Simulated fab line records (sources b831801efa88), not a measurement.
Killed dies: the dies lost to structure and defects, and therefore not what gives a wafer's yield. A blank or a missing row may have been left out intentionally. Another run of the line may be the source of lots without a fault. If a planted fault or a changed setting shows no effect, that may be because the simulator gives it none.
One fault seen from 2 desks + flow sky130 + each desk has only its own numbers; what lay behind them comes last

## FOR THE TOOL OWNER'S DESK: pvdSputter-04
The tool's own readings at SKY_METAL3_SPUTTER_00 (material Ti, target thk 15 nm, time 10 s): means of the sampled wafers that have a number, for each lot that ran on this tool. If a lot's mean is further than 4 standard deviations from the usual mean, the lot is out of limits and carries the mark OUT (the distance appears in the brackets).
Columns: A = cathodeDcPowerW at SKY_METAL3_SPUTTER_00, usual 3000.0 W; B = throttleValvePct at SKY_METAL3_SPUTTER_00, usual 29.6 %
| lot  | first seen here | A                        | B    |
|------|-----------------|--------------------------|------|
| L761 | day 38 06:54    | 2999.9                   | 30.3 |
| L762 | day 38 20:12    | 3000.2                   | 29.6 |
| L766 | day 39 14:54    | 2837.7 (-99 or more) OUT | 29.9 |
| L767 | day 40 10:30    | 2838.0 (-99 or more) OUT | 29.9 |
This desk finds L766, L767 out of limits, L766 being first, at day 39 14:54 (cathodeDcPowerW at SKY_METAL3_SPUTTER_00). Within limits: L761, L762.

## FROM THE METROLOGY DESK
What the gauges read, lot by lot, whatever tool the lot ran on: means of the sampled wafers that have a number. If a lot's mean is further than 4 standard deviations from the usual mean, the lot is out of limits and carries the mark OUT (the distance appears in the brackets).
Columns: A = VIA2_OVL at SKY_VIA2_OVL_MEAS_13, usual 1 nm; B = VIA2_W_RS at SKY_VIA2_RS_MEAS_22, usual 0.274 ohm/sq; C = VIA2_W_THK at SKY_VIA2_THK_MEAS_23, usual 427 nm
| lot  | first seen here | A  | B     | C   |
|------|-----------------|----|-------|-----|
| L761 | day 38 05:30    | -2 | 0.273 | 430 |
| L762 | day 38 18:47    | -6 | 0.272 | 423 |
| L766 | day 39 13:30    | 2  | 0.277 | 421 |
| L767 | day 40 08:56    | -8 | 0.276 | 424 |
| L771 | day 41 04:47    | 0  | 0.278 | 416 |
| L777 | day 43 00:57    | 7  | 0.275 | 428 |
Result from this desk: across the 6 lots, nothing is out of limits.

## TAKEN TOGETHER
The tool owner's desk had the chance to raise an alarm at day 39 14:54 on L766, L767.
From the metrology desk's view, nothing was out of limits.
The metrology desk holds a record of L766, L767, inside its limits.
The lots listed all ran SKY_METAL3_SPUTTER_00 on pvdSputter-04.

## WHAT WAS PUT IN BY THE SIMULATOR
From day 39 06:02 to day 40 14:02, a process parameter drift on pvdSputter-04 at SKY_METAL3_SPUTTER_00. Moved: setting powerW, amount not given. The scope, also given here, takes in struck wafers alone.
Shown lots that were struck: L766, L767.
Time in hours from fault onset to the first out-of-limits reading at each desk: the tool owner's desk, 9.
